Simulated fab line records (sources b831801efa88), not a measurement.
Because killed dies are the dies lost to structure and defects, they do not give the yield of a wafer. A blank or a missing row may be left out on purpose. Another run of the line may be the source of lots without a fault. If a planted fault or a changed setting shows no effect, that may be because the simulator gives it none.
What tool caused it? :: flow gf180mcu :: Sampling: 6 lots, 18 wafers, 3 of 602 route steps

## WHAT EACH GAUGE READ, for each wafer
GF_VT_IMPLANT_TW_MEAS_32.
lot: L678
measured: day 7 17:15
on: film metro-01
VT_IMPLANT_3_TW: 272 271 270

lot: L681
measured: day 8 16:19
on: film metro-02
VT_IMPLANT_3_TW: 276 277 278

lot: L684
measured: day 9 08:32
on: film metro-01
VT_IMPLANT_3_TW: 30 30 30

lot: L690
measured: day 11 01:02
on: film metro-02
VT_IMPLANT_3_TW: 278 279 279

lot: L693
measured: day 11 18:58
on: film metro-03
VT_IMPLANT_3_TW: 270 271 269

lot: L697
measured: day 12 23:46
on: film metro-01
VT_IMPLANT_3_TW: 272 272 271

## TOOL THAT RAN EACH LOT (tool first, then ch and the chambers of the sampled wafers, then the start)
lot: L678
GF_VT_IMPLANT_STRIP_20: plasma asher-03 ch 0,1, day 7 01:11
GF_VT_IMPLANT_STRIP_31: plasma asher-01 ch 0,1, day 7 17:09

lot: L681
GF_VT_IMPLANT_STRIP_20: plasma asher-02 ch 0,1, day 7 23:24
GF_VT_IMPLANT_STRIP_31: plasma asher-01 ch 0,1, day 8 16:13

lot: L684
GF_VT_IMPLANT_STRIP_20: plasma asher-02 ch 0,1, day 8 15:57
GF_VT_IMPLANT_STRIP_31: plasma asher-02 ch 0,1, day 9 08:27

lot: L690
GF_VT_IMPLANT_STRIP_20: plasma asher-03 ch 0,1, day 10 07:23
GF_VT_IMPLANT_STRIP_31: plasma asher-02 ch 0,1, day 11 00:56

lot: L693
GF_VT_IMPLANT_STRIP_20: plasma asher-01 ch 0,1, day 11 00:05
GF_VT_IMPLANT_STRIP_31: plasma asher-02 ch 0,1, day 11 18:52

lot: L697
GF_VT_IMPLANT_STRIP_20: plasma asher-03 ch 0,1, day 12 04:04
GF_VT_IMPLANT_STRIP_31: plasma asher-01 ch 0,1, day 12 23:41
- GF_VT_IMPLANT_STRIP_20: strips in O2/N2.
- GF_VT_IMPLANT_STRIP_31: strips in O2/N2.

## THE ANSWER, worked out from the rows above alone
Rule: the lots themselves supply what counts as usual. Put in order of their means at a reading, lots are off if they are a third of the lots or fewer, leave a main group of 4 or more, and stand apart from it by a gap of 3 or more times the standard deviation of the main group's means; of several such gaps the widest counts. A main group is skipped when, at the precision printed for the reading in the tables above, its means are all equal. Also off: a lot with no number at a reading for which 4 or more lots have one. All remaining lots with rows at the step are treated as sound.
Off: at GF_VT_IMPLANT_TW_MEAS_32 (VT_IMPLANT_3_TW), L684. For the main group the mean is 274 and the standard deviation 3.5.
A tool fits if, at a process step before that reading, it ran every lot that is off, and no sound lot after the first of them. Gauges at GF_VT_IMPLANT_TW_MEAS_32: tried the same way as those tools. One fits: GF_VT_IMPLANT_STRIP_20 on plasma asher-02. Its last sound lot is L681 (day 7 23:24), its first lot that is off L684 (day 8 15:57): a fault that began between those two fits.

## WHAT WAS PUT IN BY THE SIMULATOR
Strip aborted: plasma asher-02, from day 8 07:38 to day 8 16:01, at GF_VT_IMPLANT_STRIP_20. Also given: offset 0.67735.
Shown lots that were struck: L684. The rule above found the same.
